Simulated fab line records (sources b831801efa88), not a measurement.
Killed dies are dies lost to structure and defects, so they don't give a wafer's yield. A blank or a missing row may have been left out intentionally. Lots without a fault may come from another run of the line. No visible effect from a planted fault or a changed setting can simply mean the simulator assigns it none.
One fault seen from 2 desks | flow gf180mcu | only its own numbers are on each desk; what lay behind them is given at the end

## METROLOGY DESK
Means of the sampled wafers that have a number, per lot and without regard to the tool the lot ran on: this is what the gauges read. Any lot whose mean is over 4 standard deviations away from the usual mean is out of limits and marked OUT; that distance is given in the brackets.
Columns: A = TOP_METAL_ALCU_RS at GF_TOP_METAL_RS_MEAS_05, usual 0.0328 ohm/sq
lot  | first seen here | A
L391 | day 27 08:58    | 0.0319
L392 | day 27 14:38    | 0.0327
L394 | day 28 10:34    | 0.0329
L396 | day 28 19:40    | 0.0326
L397 | day 29 05:57    | 0.0324
L398 | day 29 13:34    | 0.0326
L400 | day 30 05:39    | 0.0326
L401 | day 30 10:20    | 0.0328
L406 | day 31 13:39    | 0.0328
L408 | day 32 04:25    | 0.0326
L409 | day 32 11:50    | 0.0328
L410 | day 32 16:34    | 0.0328
L414 | day 33 16:36    | 0.0333
This desk's finding: nothing out of limits on any of the 13 lots.

## THE TOOL OWNER'S DESK: rie-diel-02
The tool's own readings at GF_V1_ETCH_17 (etches SiO2 in C4F8/O2/Ar, stops on TiN, target depth 630 nm): means of the sampled wafers that have a number, for each lot that ran on this tool. Any lot whose mean is over 4 standard deviations away from the usual mean is out of limits and marked OUT; that distance is given in the brackets.
Columns: A = oes-product-au at GF_V1_ETCH_17, usual 0.855 a.u.
lot  | first seen here | A
L396 | day 19 23:00    | 0.857
L400 | day 21 16:00    | 0.859
L401 | day 22 00:00    | 0.856
This desk's finding: nothing out of limits on any of the 3 lots.

## BROUGHT TOGETHER
The metrology desk saw nothing out of limits.
The desk of the tool owner found nothing out of limits.

## WHAT THE SIMULATOR HAD PUT IN
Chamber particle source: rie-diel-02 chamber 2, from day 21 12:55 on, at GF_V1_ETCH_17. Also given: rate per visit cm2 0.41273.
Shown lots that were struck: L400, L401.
